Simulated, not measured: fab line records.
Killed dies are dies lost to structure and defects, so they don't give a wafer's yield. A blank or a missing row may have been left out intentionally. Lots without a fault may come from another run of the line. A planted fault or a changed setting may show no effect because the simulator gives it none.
Which of the tools did it? + flow gf180mcu + 38 wafers from 13 lots sampled at 4 of the route's 602 steps

WHAT THE GAUGES READ, wafer by wafer
GF_M4_OVL_MEAS_15.
| lot  | measured     | on         | M4_OVL (nm) |
|------|--------------|------------|-------------|
| L830 | day 24 03:27 | overlay-02 | 3 1 2       |
| L832 | day 25 03:22 | overlay-02 | 1 -4 2      |
| L833 | day 25 05:01 | overlay-01 | -5 -7 -12   |
| L834 | day 25 09:24 | overlay-01 | 3 -1 3      |
| L837 | day 26 04:58 | overlay-02 | 3 -3 1      |
| L839 | day 26 22:10 | overlay-01 | -3 -2 -5    |
| L838 | day 27 00:08 | overlay-02 | 3 2 -2      |
| L840 | day 27 06:12 | overlay-02 | 11 -4 -1    |
| L848 | day 29 12:53 | overlay-02 | 4 -5 3      |
| L849 | day 29 20:47 | overlay-01 | 3 -5 -2     |
| L850 | day 29 20:50 | overlay-02 | 6 5 11      |
| L851 | day 29 23:53 | overlay-01 | 4 -4        |
| L852 | day 30 01:07 | overlay-01 | 1 -4 -7     |

WHICH TOOL RAN EACH LOT (tool, then ch and the chambers of the sampled wafers, then the start)
| lot  | GF_V2_SPUTTER_21             | GF_V3_ETCH_17                                 | GF_V3_CMP_26                  |
|------|------------------------------|-----------------------------------------------|-------------------------------|
| L830 | pvd-sputter-01, day 21 02:57 | rie-diel-02 ch 0,1,3, day 23 04:14 or earlier | cmp-02 ch 0,1,2, day 23 04:14 |
| L832 | pvd-sputter-02, day 22 04:20 | rie-diel-04 ch 0,2,3, day 24 04:50 or earlier | cmp-02 ch 1,2,3, day 24 04:50 |
| L833 | pvd-sputter-01, day 22 06:12 | rie-diel-02 ch 1,2,3, day 24 07:05 or earlier | cmp-02 ch 1,2,3, day 24 07:05 |
| L834 | pvd-sputter-03, day 22 10:12 | rie-diel-03 ch 0,1,2, day 24 10:59 or earlier | cmp-02 ch 0,2,3, day 24 10:59 |
| L837 | pvd-sputter-01, day 23 07:41 | rie-diel-04 ch 1,2,3, day 25 07:35 or earlier | cmp-02 ch 0,1,3, day 25 07:35 |
| L839 | pvd-sputter-01, day 24 03:03 | rie-diel-04 ch 0,1, day 26 01:17 or earlier   | cmp-01 ch 0,1,3, day 26 01:17 |
| L838 | pvd-sputter-02, day 24 03:26 | rie-diel-02 ch 0,2,3, day 26 02:45 or earlier | cmp-02 ch 1,2,3, day 26 02:45 |
| L840 | pvd-sputter-01, day 24 12:23 | rie-diel-02 ch 0,2, day 26 10:07 or earlier   | cmp-02 ch 1,3, day 26 10:07   |
| L848 | pvd-sputter-01, day 26 22:35 | rie-diel-02 ch 2,3, day 28 17:37 or earlier   | cmp-01 ch 0,2,3, day 28 17:37 |
| L849 | pvd-sputter-03, day 27 05:51 | rie-diel-02 ch 1,2, day 29 00:23 or earlier   | cmp-02 ch 2,3, day 29 00:23   |
| L850 | pvd-sputter-01, day 27 06:12 | rie-diel-03 ch 0,3, day 29 00:51 or earlier   | cmp-01 ch 0,1,2, day 29 00:51 |
| L851 | pvd-sputter-01, day 27 09:31 | rie-diel-02 ch 0,3, day 29 04:19 or earlier   | cmp-01 ch 0,3, day 29 04:19   |
| L852 | pvd-sputter-01, day 27 11:08 | rie-diel-03 ch 1,3, day 29 06:04 or earlier   | cmp-01 ch 0,2,3, day 29 06:04 |
- GF_V2_SPUTTER_21: material Ti, target thk 15 nm, time 80.02 s.
- GF_V3_ETCH_17: etches SiO2 in C4F8/O2/Ar, stops on TiN, target depth 635 nm.
- GF_V3_CMP_26: polishes, stops on SiO2, t overpolish 15 s, target thk 0 nm.

WHAT THE TOOLS THEMSELVES READ (means of the sampled wafers that have a number; where no wafer has one, the mark that the record gives instead)
GF_V2_SPUTTER_21.
| lot  | tool           | throttle-valve-pct (%) |
|------|----------------|------------------------|
| L830 | pvd-sputter-01 | 30.3                   |
| L832 | pvd-sputter-02 | 30.9                   |
| L833 | pvd-sputter-01 | 29.8                   |
| L834 | pvd-sputter-03 | 29.4                   |
| L837 | pvd-sputter-01 | 30.2                   |
| L839 | pvd-sputter-01 | 29.8                   |
| L838 | pvd-sputter-02 | 31.2                   |
| L840 | pvd-sputter-01 | 30.4                   |
| L848 | pvd-sputter-01 | 30.3                   |
| L849 | pvd-sputter-03 | 29.5                   |
| L850 | pvd-sputter-01 | 30.7                   |
| L851 | pvd-sputter-01 | 30.0                   |
| L852 | pvd-sputter-01 | 30.1                   |

GF_V3_ETCH_17.
| lot  | tool        | oes-product-au (a.u.) |
|------|-------------|-----------------------|
| L830 | rie-diel-02 | 0.856                 |
| L832 | rie-diel-04 | 0.854                 |
| L833 | rie-diel-02 | 0.862                 |
| L834 | rie-diel-03 | 0.857                 |
| L837 | rie-diel-04 | 0.854                 |
| L839 | rie-diel-04 | 0.862                 |
| L838 | rie-diel-02 | 0.858                 |
| L840 | rie-diel-02 | 0.860                 |
| L848 | rie-diel-02 | 0.855                 |
| L849 | rie-diel-02 | 0.852                 |
| L850 | rie-diel-03 | 0.856                 |
| L851 | rie-diel-02 | 0.853                 |
| L852 | rie-diel-03 | 0.858                 |

GF_V3_CMP_26.
| lot  | tool   | motor-current-A (A) | overpolish-run-s (s) | platen-rpm (rpm) | time-to-endpoint-s (s) |
|------|--------|---------------------|----------------------|------------------|------------------------|
| L830 | cmp-02 | 11.1                | 14.993               | 59.96            | 89                     |
| L832 | cmp-02 | 10.5                | 15.001               | 60.02            | 92                     |
| L833 | cmp-02 | 10.6                | 14.993               | 60.00            | 89                     |
| L834 | cmp-02 | 10.7                | 15.002               | 60.02            | 90                     |
| L837 | cmp-02 | 10.2                | 15.002               | 59.99            | 92                     |
| L839 | cmp-01 | 10.4                | 14.998               | 60.02            | 84                     |
| L838 | cmp-02 | 10.5                | 13.998               | 60.02            | 90                     |
| L840 | cmp-02 | 9.6                 | 14.000               | 60.01            | 89                     |
| L848 | cmp-01 | 11.1                | 14.997               | 60.01            | 90                     |
| L849 | cmp-02 | 10.1                | 15.000               | 59.99            | 87                     |
| L850 | cmp-01 | 10.6                | 14.992               | 60.00            | 87                     |
| L851 | cmp-01 | 10.1                | 15.002               | 60.01            | 86                     |
| L852 | cmp-01 | 10.6                | 14.991               | 59.98            | 87                     |

THE ANSWER, worked out from the rows above alone
Rule: the lots themselves supply what counts as usual. Put in order of their means at a reading, lots are off if they are a third of the lots or fewer, leave a main group of 4 or more, and stand apart from it by a gap of 3 or more times the standard deviation of the main group's means; of several such gaps the widest counts. A main group whose means are all the same, to the digits that the tables above print for the reading, isn't used. A lot without any number at a reading at which 4 lots or more have one is off too. All remaining lots with rows at the step are treated as sound. After the gauges, taken in route order, come the tools' own readings; for these a lot's mean is taken, as printed above. At the first step where some lot is off, the reading lying furthest off is the one used; lots without a number count as furthest.
Off: L838, L840, at GF_V3_CMP_26 (overpolish-run-s). Mean 14.997 s and standard deviation 0.0042 in the main group.
If a tool, at that step or one of the process steps before it, ran each lot that is off and ran no sound lot following the first of them, it fits. GF_V3_ETCH_17 gives no start for some lots, so the hours and the order of its lots are those of GF_V3_CMP_26. Of those tried, none fits.

WHAT WAS PUT IN BY THE SIMULATOR
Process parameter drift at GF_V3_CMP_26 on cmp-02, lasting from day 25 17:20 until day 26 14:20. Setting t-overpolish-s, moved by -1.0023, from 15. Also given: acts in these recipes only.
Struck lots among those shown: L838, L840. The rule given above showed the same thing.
